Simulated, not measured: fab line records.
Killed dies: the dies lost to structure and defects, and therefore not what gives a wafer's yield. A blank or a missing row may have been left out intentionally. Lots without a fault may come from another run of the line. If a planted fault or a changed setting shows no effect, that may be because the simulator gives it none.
fab line records	flow sky130
record: lots: 13	wafers: 38	last_day: 50
route steps=708 shown FIELD_ISO@5 NWELL@68 PAD_OPEN@708
lots with no fault: from the same line, run without faults
start_h: the number of hours between the record's first day and the start of the first shown wafer of the lot	wait_h: how many hours have passed since the lot's step before this one	" the same as in the row above	L1.1+2: a single row standing in for several wafers	- no value, or no start was given	* or withheld: withheld	< > ~ a bound
route shown NAME@n: NAME is a module with steps in the file, n the number in the route of the first one	usual: average and standard deviation across the fault-free wafers	same: alike in all rows	chamber/n: place in a boat	sites: readings site by site	_std_site: standard deviation of those values	_edge_site: outer sites' mean less inner sites'	radius_mm: for every site, how far away it sits from the centre of the wafer	mask NAME#n: copy n	behind: the tool/chamber that last shaped the wafer	hold: why the lot went on hold/how many hours it stayed there/how the hold came to an end	device: which transistor (n, p or np) failed to switch	end of line: tests of these same wafers at the route's end	a step without rows: its recipe alone	killed: dies that structure and defects cost at the first sort, which is not the same as the wafer's yield	map: the dies of a wafer, with x for killed, . for not killed, _ for no die there
set.NAME: the setting the step ran with; set.NAME@STEP: the setting that earlier step ran with	model.NAME: the simulator's own value behind a step, which no gauge read
steps of the route over a sample of lots; a table a step, a row a wafer
services: when a tool's chamber went out of use (start_h, in hours from the record's first day, below 0 if earlier), for how many hours, and the reason
== steps ==
step: SKY_FIELD_ISO_THK_MEAS_04
recipe: reads: Si3N4_of_FIELD_ISO_CVD_03
usual: FIELD_ISO_CVD_03_THK: 165.7/1.4
lot.wafer	tool	chamber	start_h	wait_h	FIELD_ISO_CVD_03_THK[nm]
L556.1	film_metro-02	-	16.09	0.0	164.3
L556.3	"	-	"	"	164.4
L556.6	"	-	"	"	163.9
L557.2	film_metro-01	-	19.35	0.0	163.4
L557.3	"	-	"	"	163.6
L557.4	"	-	"	"	163.8
L558.1	film_metro-02	-	24.07	0.0	166.0
L558.3	"	-	"	"	166.4
L558.5	"	-	"	"	166.0
L559.1	film_metro-02	-	29.66	0.0	164.1
L559.2	"	-	"	"	164.7
L559.3	"	-	"	"	165.0
L560.2	film_metro-02	-	34.77	0.0	166.4
L560.5	"	-	"	"	165.9
L560.6	"	-	"	"	165.5
L561.2	film_metro-01	-	38.49	0.0	165.4
L561.5	"	-	"	"	164.9
L561.6	"	-	"	"	166.1
L565.2	film_metro-04	-	59.32	0.0	166.8
L565.5	"	-	"	"	167.2
L570.2	film_metro-02	-	86.14	0.0	166.6
L570.3	"	-	"	"	166.6
L570.5	"	-	"	"	169.0
L571.2	film_metro-04	-	90.49	0.0	163.4
L571.3	"	-	"	"	166.4
L571.5	"	-	"	"	165.9
L572.1	film_metro-04	-	94.21	0.0	164.8
L572.2	"	-	"	"	165.3
L572.6	"	-	"	"	164.4
L575.2	film_metro-04	-	109.38	0.0	168.3
L575.4	"	-	"	"	169.1
L575.6	"	-	"	"	169.0
L577.1	film_metro-02	-	118.48	0.0	165.3
L577.4	"	-	"	"	166.2
L577.5	"	-	"	"	166.8
L578.1	film_metro-01	-	124.64	0.0	164.8
L578.3	"	-	"	"	165.8
L578.6	"	-	"	"	166.1
step: SKY_FIELD_ISO_ETCH_14
recipe: chemistry: N2/H2	target: BARC	ion_energy_ev: 200	source_w: 500	bias_w: 100	pressure_mtorr: 30	n2_flow_sccm: 100	h2_flow_sccm: 200	stop_on: SiO2	time_s: 45.9	target_depth_a: 600
usual: drypump_motor_current_A: 5.5/0.47	n2_flow_sccm: 100.0/0.31	oes_product_au: 0.854/0.0046	throttle_valve_pct: 13.225/0.0086
lot.wafer	tool	chamber	start_h	wait_h	drypump_motor_current_A	n2_flow_sccm	oes_product_au	rf_hours_counter_h	throttle_valve_pct
L556.1	rie_diel-01	1	31.08	0.1	4.6	100.1	0.857	54	13.240
L556.3	"	3	"	"	5.4	100.4	0.851	117	13.224
L556.6	"	2	"	"	5.9	99.9	0.851	-	13.235
L557.2	rie_diel-02	2	34.34	0.1	5.7	99.7	0.847	5	13.225
L557.3	"	0	"	"	6.2	99.6	0.858	110	13.220
L557.4	"	3	"	"	6.3	100.4	0.855	81	13.221
L558.1	rie_diel-04	3	39.13	0.1	5.3	99.9	0.856	76	13.225
L558.3	"	0	"	"	5.8	100.3	0.863	40	13.218
L558.5	"	2	"	"	5.4	99.9	0.849	-	13.239
L559.1	rie_diel-01	2	45.19	0.1	5.8	100.1	0.857	165	13.217
L559.2	"	3	"	"	5.4	99.8	0.855	118	13.221
L559.3	"	1	"	"	4.7	99.9	0.858	54	13.226
L560.2	rie_diel-01	0	50.18	0.1	5.6	99.8	0.855	157	13.219
L560.5	"	3	"	"	5.4	100.1	0.856	-	13.230
L560.6	"	2	"	"	5.9	100.2	0.850	-	13.225
L561.2	rie_diel-01	2	54.19	0.1	5.9	100.5	0.851	166	13.230
L561.5	"	0	"	"	5.6	100.1	0.861	-	13.237
L561.6	"	1	"	"	4.6	100.6	0.855	-	13.227
L565.2	rie_diel-01	1	74.99	0.1	4.7	99.5	0.855	54	13.215
L565.5	"	1	"	"	4.6	99.6	0.854	-	13.225
L570.2	rie_diel-01	1	103.64	0.1	4.7	99.9	0.858	55	13.242
L570.3	"	3	"	"	5.4	100.0	0.856	119	13.220
L570.5	"	1	"	"	4.6	99.9	0.857	-	13.215
L571.2	rie_diel-01	0	107.38	0.1	5.6	100.5	0.849	158	13.213
L571.3	"	3	"	"	5.4	99.7	0.857	119	13.227
L571.5	"	1	"	"	4.6	99.7	0.853	-	13.223
L572.1	rie_diel-02	1	111.44	0.1	5.6	99.5	0.852	2	13.226
L572.2	"	3	"	"	6.3	99.7	0.853	83	13.217
L572.6	"	2	"	"	5.7	100.1	0.857	-	13.216
L575.2	rie_diel-04	3	127.29	0.1	5.3	100.3	0.850	77	13.227
L575.4	"	2	"	"	5.4	100.0	0.858	3	13.240
L575.6	"	3	"	"	5.3	99.7	0.858	-	13.235
L577.1	rie_diel-02	3	137.84	0.1	6.3	99.9	0.856	83	13.239
L577.4	"	2	"	"	5.7	100.5	0.849	7	13.226
L577.5	"	2	"	"	5.7	99.8	0.856	-	13.231
L578.1	rie_diel-04	2	143.74	0.1	5.4	99.9	0.854	4	13.226
L578.3	"	3	"	"	5.3	100.1	0.855	78	13.221
L578.6	"	3	"	"	5.3	100.2	0.851	-	13.217
step: SKY_FIELD_ISO_ETCH_17
recipe: target_depth_a: 3420	mask_material: Si3N4	chemistry: HBr/Cl2/O2	target: Si	taper_deg: 5	icp_w: 600	bias_w: 150	pressure_mtorr: 15	HBr_flow_sccm: 150	Cl2_flow_sccm: 40	O2_flow_sccm: 6	time_s: 97.7
usual: drypump_motor_current_A: 5.9/0.53	oes_product_au: 1.001/0.015	throttle_valve_pct: 25.656/0.013
lot.wafer	tool	chamber	start_h	wait_h	drypump_motor_current_A	oes_product_au	rf_hours_counter_h	throttle_valve_pct
L556.1	rie_si-02	3	31.28	0.1	6.2	0.978	76	25.667
L556.3	"	2	"	"	6.5	0.985	20	25.671
L556.6	"	0	"	"	5.9	1.014	-	25.658
L557.2	rie_si-01	0	34.54	0.1	5.7	0.988	0	25.653
L557.3	"	3	"	"	4.8	1.018	109	25.632
L557.4	"	1	"	"	5.9	1.005	3	25.652
L558.1	rie_si-02	1	39.33	0.1	6.6	1.012	158	25.650
L558.3	"	3	"	"	6.2	0.995	76	25.637
L558.5	"	3	"	"	6.2	0.982	-	25.648
L559.1	rie_si-02	1	45.39	0.1	6.6	1.002	158	25.649
L559.2	"	2	"	"	6.6	0.986	20	25.660
L559.3	"	3	"	"	6.2	0.992	76	25.676
L560.2	rie_si-02	3	50.38	0.1	6.2	0.992	76	25.668
L560.5	"	3	"	"	6.3	0.985	-	25.668
L560.6	"	2	"	"	6.5	0.992	-	25.665
L561.2	rie_si-01	0	54.39	0.1	5.7	0.991	0	25.671
L561.5	"	2	"	"	5.4	0.981	-	25.687
L561.6	"	1	"	"	5.9	1.016	-	25.636
L565.2	rie_si-02	2	75.19	0.1	6.5	0.853	20	25.751
L565.5	"	3	"	"	6.2	0.842	-	25.757
L570.2	rie_si-02	3	103.84	0.1	6.2	0.853	76	25.755
L570.3	"	1	"	"	6.6	1.022	0	25.642
L570.5	"	0	"	"	5.9	0.872	-	25.751
L571.2	rie_si-02	0	107.58	0.1	5.9	0.872	3	25.755
L571.3	"	3	"	"	6.2	0.991	76	25.668
L571.5	"	1	"	"	6.5	0.860	-	25.744
L572.1	rie_si-01	3	111.64	0.1	4.9	1.007	110	25.656
L572.2	"	1	"	"	5.9	1.016	4	25.657
L572.6	"	3	"	"	4.8	1.011	-	25.645
L575.2	rie_si-01	3	127.49	0.1	4.9	1.004	110	25.649
L575.4	"	2	"	"	5.4	0.987	37	25.661
L575.6	"	3	"	"	4.9	1.019	-	25.649
L577.1	rie_si-01	3	138.04	0.1	4.8	1.011	110	25.643
L577.4	"	2	"	"	5.4	0.992	-	25.662
L577.5	"	3	"	"	4.8	1.004	-	25.658
L578.1	rie_si-01	2	143.94	0.1	5.5	0.987	37	25.679
L578.3	"	0	"	"	5.7	0.990	1	25.668
L578.6	"	0	"	"	5.7	0.981	-	25.658
step: SKY_NWELL_TW_MEAS_15
usual: NWELL_TW: 1827/13
lot.wafer	tool	chamber	start_h	wait_h	NWELL_TW
L556.1	film_metro-01	-	86.05	0.1	1806
L556.3	"	-	"	"	1796
L556.6	"	-	"	"	1810
L557.2	film_metro-04	-	91.76	0.1	1821
L557.3	"	-	"	"	1821
L557.4	"	-	"	"	1824
L558.1	film_metro-04	-	96.90	0.1	1819
L558.3	"	-	"	"	1819
L558.5	"	-	"	"	1819
L559.1	film_metro-04	-	100.80	0.1	1821
L559.2	"	-	"	"	1809
L559.3	"	-	"	"	1817
L560.2	film_metro-03	-	108.56	0.1	1831
L560.5	"	-	"	"	1834
L560.6	"	-	"	"	1843
L561.2	film_metro-03	-	112.31	0.1	1837
L561.5	"	-	"	"	1837
L561.6	"	-	"	"	1830
L565.2	film_metro-04	-	140.61	0.1	1807
L565.5	"	-	"	"	1818
L570.2	film_metro-04	-	165.21	0.1	1815
L570.3	"	-	"	"	1811
L570.5	"	-	"	"	1819
L571.2	film_metro-01	-	174.16	0.1	1838
L571.3	"	-	"	"	1828
L571.5	"	-	"	"	1835
L572.1	film_metro-03	-	174.85	0.1	1837
L572.2	"	-	"	"	1824
L572.6	"	-	"	"	1831
L575.2	film_metro-01	-	198.71	0.1	1815
L575.4	"	-	"	"	1826
L575.6	"	-	"	"	1824
L578.1	film_metro-01	-	219.55	0.1	1822
L578.3	"	-	"	"	1837
L578.6	"	-	"	"	1824
L577.1	film_metro-03	-	219.90	0.1	1832
L577.4	"	-	"	"	1833
L577.5	"	-	"	"	1837
step: SKY_PAD_OPEN_PROBE_99
usual: killed_at_M0_to_M3: 43/6	killed_at_M4_up: 3.2/1.9	killed_at_contacts: 25/5.4	killed_at_front_end: 15/4.5	killed_at_other: 0.3/0.59	killed_dies: 87/8.7	killed_open: 47/6.7	killed_short: 39/5.7
same: gross_dies: 492	killed_at_back_side: 0
lot.wafer	tool	chamber	start_h	wait_h	killed_at_M0_to_M3	killed_at_M4_up	killed_at_contacts	killed_at_front_end	killed_at_other	killed_dies	killed_open	killed_short
L556.1	prober-01	-	1084.69	0.1	29	4	19	21	2	75	36	37
L556.3	prober-01	-	1084.79	0.2	38	3	26	10	0	77	36	41
L556.6	prober-01	-	1084.94	0.2	43	3	26	20	0	92	50	42
L557.2	prober-02	-	1086.79	0.1	47	5	18	16	1	87	41	45
L557.3	prober-02	-	1086.84	0.2	43	3	29	19	0	94	59	35
L557.4	prober-02	-	1086.89	0.2	45	2	32	14	0	93	53	40
L558.1	prober-01	-	1095.25	0.1	40	2	22	24	0	88	52	36
L558.3	prober-01	-	1095.35	0.2	40	2	34	23	0	99	55	43
L558.5	prober-01	-	1095.45	0.2	39	1	26	15	1	82	46	35
L559.1	prober-02	-	1102.69	0.1	36	4	25	17	0	82	44	37
L559.2	prober-02	-	1102.74	0.1	44	4	24	20	0	92	54	37
L559.3	prober-02	-	1102.79	0.2	47	6	29	23	0	105	61	44
L560.2	prober-01	-	1106.32	0.1	41	1	25	13	0	80	46	33
L560.5	prober-01	-	1106.47	0.2	55	5	21	16	0	97	57	40
L560.6	prober-01	-	1106.52	0.2	45	3	29	11	0	88	48	40
L561.2	prober-02	-	1108.95	0.1	31	3	30	15	0	79	48	31
L561.5	prober-02	-	1109.10	0.2	45	1	32	22	0	100	58	42
L561.6	prober-02	-	1109.15	0.2	42	1	27	18	0	88	44	44
L565.2	prober-02	-	1140.11	0.1	34	2	21	16	0	73	37	35
L565.5	prober-02	-	1140.26	0.2	41	1	16	18	0	76	43	33
L570.2	prober-01	-	1166.48	0.1	49	1	30	16	0	96	64	31
L570.3	prober-01	-	1166.53	0.2	41	5	27	10	2	85	47	37
L570.5	prober-01	-	1166.63	0.2	35	3	25	24	0	87	47	40
L571.2	prober-02	-	1176.14	0.1	47	4	21	12	0	84	49	34
L571.3	prober-02	-	1176.19	0.2	46	2	23	12	1	84	45	37
L571.5	prober-02	-	1176.29	0.2	47	7	29	13	0	96	48	47
L572.1	prober-01	-	1177.53	0.1	40	5	24	11	0	80	46	32
L572.2	prober-01	-	1177.58	0.1	38	2	22	20	0	82	45	37
L572.6	prober-01	-	1177.78	0.2	47	2	37	12	0	98	50	48
L575.2	prober-02	-	1194.03	0.1	45	2	25	13	0	85	44	41
L575.4	prober-02	-	1194.13	0.2	47	2	22	19	0	90	47	42
L575.6	prober-02	-	1194.23	0.2	44	1	22	15	0	82	44	36
L577.1	prober-02	-	1208.94	0.1	43	2	29	18	0	92	48	44
L577.4	prober-02	-	1209.09	0.2	37	0	32	10	0	79	41	38
L577.5	prober-02	-	1209.14	0.2	45	1	22	15	1	84	50	34
L578.1	prober-01	-	1210.09	0.1	35	7	19	10	0	71	38	33
L578.3	prober-01	-	1210.19	0.2	48	5	29	11	0	93	59	34
L578.6	prober-01	-	1210.34	0.2	47	4	23	15	0	89	52	37
killed by level:class
L556.1 FIELD_ISO:geometric_particle:short=7 VIA1:geometric_particle:open=7 METAL2:geometric_particle:short=7 LI_CONTACT:geometric_particle:open=5 METAL1:geometric_particle:short=5 POLY_GATE:geometric_particle:open=4 LOCAL_INTERCONNECT:geometric_particle:short=4 CONTACT:geometric_particle:short=4
L556.3 LI_CONTACT:geometric_particle:open=10 CONTACT:geometric_particle:short=8 VIA2:geometric_particle:open=6 VIA1:geometric_particle:open=6 VIA3:geometric_particle:open=4 POLY_GATE:geometric_particle:short=4 METAL1:geometric_particle:short=4 METAL3:geometric_particle:short=4
L556.6 CONTACT:geometric_particle:open=12 VIA1:geometric_particle:open=9 FIELD_ISO:geometric_particle:short=8 VIA3:geometric_particle:open=7 LI_CONTACT:geometric_particle:open=6 VIA1:geometric_particle:short=5 METAL2:geometric_particle:short=5 VIA2:geometric_particle:open=5
L557.2 VIA1:geometric_particle:open=9 VIA2:geometric_particle:open=8 VIA3:geometric_particle:open=8 METAL3:geometric_particle:short=7 FIELD_ISO:geometric_particle:short=5 LI_CONTACT:geometric_particle:open=5 CONTACT:geometric_particle:short=5 VIA1:geometric_particle:short=5
L557.3 VIA1:geometric_particle:open=13 CONTACT:geometric_particle:open=10 VIA2:geometric_particle:open=7 FIELD_ISO:geometric_particle:open=6 LI_CONTACT:geometric_particle:open=6 LOCAL_INTERCONNECT:geometric_particle:short=6 CONTACT:geometric_particle:short=4 VIA3:geometric_particle:open=4
L557.4 VIA1:geometric_particle:open=10 VIA2:geometric_particle:open=10 LI_CONTACT:geometric_particle:open=8 LOCAL_INTERCONNECT:geometric_particle:short=7 CONTACT:geometric_particle:short=7 CONTACT:geometric_particle:open=7 VIA3:geometric_particle:open=7 METAL2:geometric_particle:short=5
L558.1 CONTACT:geometric_particle:open=10 VIA1:geometric_particle:open=10 FIELD_ISO:geometric_particle:open=8 LI_CONTACT:geometric_particle:open=6 METAL2:geometric_particle:short=6 VIA3:geometric_particle:open=6 FIELD_ISO:geometric_particle:short=5 METAL1:geometric_particle:short=4
L558.3 CONTACT:geometric_particle:open=13 CONTACT:geometric_particle:short=10 VIA1:geometric_particle:short=8 LI_CONTACT:geometric_particle:open=7 FIELD_ISO:geometric_particle:open=6 METAL2:geometric_particle:short=6 VIA2:geometric_particle:open=6 FIELD_ISO:geometric_particle:short=5
L558.5 VIA1:geometric_particle:open=9 CONTACT:geometric_particle:open=8 CONTACT:geometric_particle:short=7 VIA3:geometric_particle:open=6 FIELD_ISO:geometric_particle:short=5 LI_CONTACT:geometric_particle:open=5 METAL2:geometric_particle:short=5 VIA2:geometric_particle:open=5
L559.1 VIA1:geometric_particle:open=10 CONTACT:geometric_particle:open=10 VIA3:geometric_particle:open=7 CONTACT:geometric_particle:short=6 FIELD_ISO:geometric_particle:open=5 FIELD_ISO:geometric_particle:short=5 POLY_GATE:geometric_particle:short=4 LI_CONTACT:geometric_particle:open=4
L559.2 VIA1:geometric_particle:open=13 LI_CONTACT:geometric_particle:open=8 CONTACT:geometric_particle:open=8 POLY_GATE:geometric_particle:open=5 VIA1:geometric_particle:short=5 VIA2:geometric_particle:open=5 METAL2:geometric_particle:short=4 METAL3:geometric_particle:short=4
L559.3 CONTACT:geometric_particle:open=13 VIA1:geometric_particle:open=11 LI_CONTACT:geometric_particle:open=7 METAL1:geometric_particle:short=7 VIA3:geometric_particle:open=6 CONTACT:geometric_particle:short=6 POLY_GATE:geometric_particle:open=5 VIA2:geometric_particle:open=5
L560.2 CONTACT:geometric_particle:open=10 VIA1:geometric_particle:open=8 VIA3:geometric_particle:open=7 LI_CONTACT:geometric_particle:open=7 METAL1:geometric_particle:short=7 POLY_GATE:geometric_particle:open=5 LI_CONTACT:geometric_particle:short=5 VIA1:geometric_particle:short=5
L560.5 VIA1:geometric_particle:open=16 VIA3:geometric_particle:open=11 CONTACT:geometric_particle:open=7 VIA2:geometric_particle:open=7 CONTACT:geometric_particle:short=6 LI_CONTACT:geometric_particle:open=5 VIA2:geometric_particle:short=5 FIELD_ISO:geometric_particle:open=4
L560.6 LI_CONTACT:geometric_particle:open=11 VIA1:geometric_particle:open=10 VIA3:geometric_particle:open=9 VIA1:geometric_particle:short=7 CONTACT:geometric_particle:open=6 CONTACT:geometric_particle:short=5 METAL3:geometric_particle:short=5 LOCAL_INTERCONNECT:geometric_particle:short=4
L561.2 CONTACT:geometric_particle:open=10 VIA1:geometric_particle:open=9 LI_CONTACT:geometric_particle:open=8 VIA3:geometric_particle:open=7 POLY_GATE:geometric_particle:open=6 CONTACT:geometric_particle:short=5 LI_CONTACT:geometric_particle:short=4 FIELD_ISO:geometric_particle:open=3
L561.5 CONTACT:geometric_particle:open=13 VIA1:geometric_particle:short=8 VIA2:geometric_particle:open=8 FIELD_ISO:geometric_particle:open=7 LI_CONTACT:geometric_particle:short=7 LI_CONTACT:geometric_particle:open=7 VIA1:geometric_particle:open=7 POLY_GATE:geometric_particle:open=6
L561.6 CONTACT:geometric_particle:open=12 LI_CONTACT:geometric_particle:open=7 FIELD_ISO:geometric_particle:short=6 METAL2:geometric_particle:short=6 VIA2:geometric_particle:open=6 METAL3:geometric_particle:short=5 METAL1:geometric_particle:short=5 VIA1:geometric_particle:open=5
L565.2 VIA1:geometric_particle:open=7 VIA1:geometric_particle:short=7 CONTACT:geometric_particle:short=6 CONTACT:geometric_particle:open=6 FIELD_ISO:geometric_particle:open=5 VIA3:geometric_particle:short=5 LI_CONTACT:geometric_particle:short=4 VIA2:geometric_particle:open=4
L565.5 VIA1:geometric_particle:open=10 FIELD_ISO:geometric_particle:short=8 VIA3:geometric_particle:open=7 METAL2:geometric_particle:short=7 FIELD_ISO:geometric_particle:open=6 LI_CONTACT:geometric_particle:open=5 VIA2:geometric_particle:short=5 CONTACT:geometric_particle:open=5
L570.2 CONTACT:geometric_particle:open=17 VIA1:geometric_particle:open=12 VIA2:geometric_particle:open=8 VIA3:geometric_particle:open=8 FIELD_ISO:geometric_particle:open=4 POLY_GATE:geometric_particle:open=4 LI_CONTACT:geometric_particle:open=4 CONTACT:geometric_particle:short=4
L570.3 VIA1:geometric_particle:open=12 CONTACT:geometric_particle:open=9 CONTACT:geometric_particle:short=7 LI_CONTACT:geometric_particle:open=6 METAL1:geometric_particle:short=6 VIA2:geometric_particle:open=6 VIA1:geometric_particle:short=4 VIA3:geometric_particle:open=4
L570.5 CONTACT:geometric_particle:open=10 VIA1:geometric_particle:open=9 POLY_GATE:geometric_particle:open=6 CONTACT:geometric_particle:short=6 METAL1:geometric_particle:short=6 FIELD_ISO:geometric_particle:short=5 POLY_GATE:geometric_particle:short=5 FIELD_ISO:geometric_particle:open=4
L571.2 CONTACT:geometric_particle:open=13 VIA1:geometric_particle:open=12 VIA2:geometric_particle:open=10 VIA1:geometric_particle:short=6 POLY_GATE:geometric_particle:open=4 METAL1:geometric_particle:short=4 CONTACT:geometric_particle:short=4 METAL1:geometric_particle:open=4
L571.3 VIA1:geometric_particle:open=16 LOCAL_INTERCONNECT:geometric_particle:short=7 VIA2:geometric_particle:open=7 CONTACT:geometric_particle:short=5 VIA3:geometric_particle:open=5 LI_CONTACT:geometric_particle:short=4 CONTACT:geometric_particle:open=4 VIA1:geometric_particle:short=4
L571.5 CONTACT:geometric_particle:open=12 VIA1:geometric_particle:open=10 METAL2:geometric_particle:short=7 LI_CONTACT:geometric_particle:open=6 CONTACT:geometric_particle:short=6 METAL1:geometric_particle:short=6 VIA2:geometric_particle:open=5 METAL4:geometric_particle:short=5
L572.1 CONTACT:geometric_particle:open=7 VIA3:geometric_particle:open=7 VIA1:geometric_particle:open=7 LI_CONTACT:geometric_particle:open=6 CONTACT:geometric_particle:short=5 VIA2:geometric_particle:open=5 LOCAL_INTERCONNECT:geometric_particle:short=4 METAL1:geometric_particle:short=4
L572.2 CONTACT:geometric_particle:open=10 FIELD_ISO:geometric_particle:open=8 METAL1:geometric_particle:short=8 VIA1:geometric_particle:open=7 CONTACT:geometric_particle:short=6 VIA2:geometric_particle:open=5 METAL2:geometric_particle:short=5 POLY_GATE:geometric_particle:open=4
L572.6 CONTACT:geometric_particle:open=12 VIA1:geometric_particle:open=9 LI_CONTACT:geometric_particle:short=7 LI_CONTACT:geometric_particle:open=6 METAL1:geometric_particle:short=6 VIA2:geometric_particle:open=6 VIA3:geometric_particle:open=6 CONTACT:geometric_particle:short=5
L575.2 VIA1:geometric_particle:open=14 CONTACT:geometric_particle:open=10 VIA1:geometric_particle:short=9 CONTACT:geometric_particle:short=6 POLY_GATE:geometric_particle:short=5 POLY_GATE:geometric_particle:open=4 METAL1:geometric_particle:open=4 VIA3:geometric_particle:open=4
L575.4 CONTACT:geometric_particle:open=11 VIA2:geometric_particle:open=10 VIA3:geometric_particle:open=7 METAL1:geometric_particle:short=6 VIA1:geometric_particle:open=6 VIA1:geometric_particle:short=6 METAL2:geometric_particle:short=6 FIELD_ISO:geometric_particle:open=5
L575.6 VIA2:geometric_particle:open=10 LI_CONTACT:geometric_particle:open=7 CONTACT:geometric_particle:short=7 VIA1:geometric_particle:short=7 VIA1:geometric_particle:open=6 CONTACT:geometric_particle:open=5 METAL2:geometric_particle:short=5 VIA3:geometric_particle:open=5
L577.1 CONTACT:geometric_particle:open=11 VIA1:geometric_particle:open=8 VIA2:geometric_particle:open=7 LOCAL_INTERCONNECT:geometric_particle:short=7 LI_CONTACT:geometric_particle:open=5 METAL1:geometric_particle:short=5 METAL3:geometric_particle:short=5 VIA1:geometric_particle:short=5
L577.4 CONTACT:geometric_particle:open=10 CONTACT:geometric_particle:short=7 VIA2:geometric_particle:open=7 LI_CONTACT:geometric_particle:short=6 LI_CONTACT:geometric_particle:open=6 VIA1:geometric_particle:short=6 METAL1:geometric_particle:short=5 POLY_GATE:geometric_particle:open=4
L577.5 VIA1:geometric_particle:open=15 LI_CONTACT:geometric_particle:open=8 VIA3:geometric_particle:open=7 METAL2:geometric_particle:short=6 VIA2:geometric_particle:open=6 CONTACT:geometric_particle:open=5 FIELD_ISO:geometric_particle:open=4 POLY_GATE:geometric_particle:short=4
L578.1 VIA1:geometric_particle:open=10 CONTACT:geometric_particle:open=7 METAL1:geometric_particle:short=7 VIA2:geometric_particle:open=5 METAL4:geometric_particle:short=5 LI_CONTACT:geometric_particle:open=4 CONTACT:geometric_particle:short=4 FIELD_ISO:geometric_particle:short=3
L578.3 CONTACT:geometric_particle:open=13 VIA1:geometric_particle:open=12 POLY_GATE:geometric_particle:open=8 LI_CONTACT:geometric_particle:open=8 VIA1:geometric_particle:short=8 VIA2:geometric_particle:open=8 METAL1:geometric_particle:short=5 LOCAL_INTERCONNECT:geometric_particle:short=5
L578.6 VIA1:geometric_particle:open=15 CONTACT:geometric_particle:open=9 VIA3:geometric_particle:open=9 METAL1:geometric_particle:short=6 POLY_GATE:geometric_particle:open=5 LI_CONTACT:geometric_particle:open=5 VIA1:geometric_particle:short=5 VIA2:geometric_particle:open=5
== services ==
tool	chamber	start_h	hours	kind
rie_diel-02	1	20.87	9.5	repair
rie_si-01	0	33.53	1.0	repair
rie_si-01	-	43.78	2.8	pm
rie_si-02	1	48.83	-	clean
rie_si-02	1	48.83	22.5	scheduled_down
rie_si-02	1	48.83	22.5	vent_cycle
rie_si-02	-	81.16	15.6	pm
rie_diel-02	0	84.42	7.7	repair
rie_diel-01	-	88.71	2.8	pm
rie_diel-01	2	92.47	-	clean
rie_diel-01	2	92.47	18.5	scheduled_down
rie_diel-01	2	92.47	18.5	vent_cycle
rie_si-01	1	132.58	6.1	repair
rie_diel-01	0	133.44	-	clean
rie_diel-01	0	133.44	16.9	scheduled_down
rie_diel-01	0	133.44	16.9	vent_cycle
== key ==
first_sign: step: SKY_FIELD_ISO_ETCH_17	reading: oes_product_au	direction: down	sigmas: 9.2	usual: 1.001	struck: 0.859
effect: step: SKY_FIELD_ISO_ETCH_17	reading: throttle_valve_pct	direction: up	sigmas: 7.6	usual: 25.656	struck: 25.752
met_at SKY_FIELD_ISO_ETCH_17
struck_lots L565,L570,L571
struck_wafers L565.2,L565.5,L570.2,L570.5,L571.2,L571.5
tester_left_out L565,L570,L571
not_acting_at SKY_FIELD_ISO_THK_MEAS_04,SKY_FIELD_ISO_ETCH_14,SKY_NWELL_TW_MEAS_15
onset_between 50.38 75.19
fault: kind: process_parameter_drift	tool: rie_si-02	chamber: -	onset_h: 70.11	steps: SKY_FIELD_ISO_ETCH_17	channel: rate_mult	offset: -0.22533	shape: step	end_h: 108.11	scope: struck_wafers_only
tester_left_out: of these lots the tester's yield and bins aren't shown, on N5 and GAA mostly nor the transistor test; their killed dies are dies lost to structure and defects alone, not to doping, threshold or leakage, so they don't give the yield
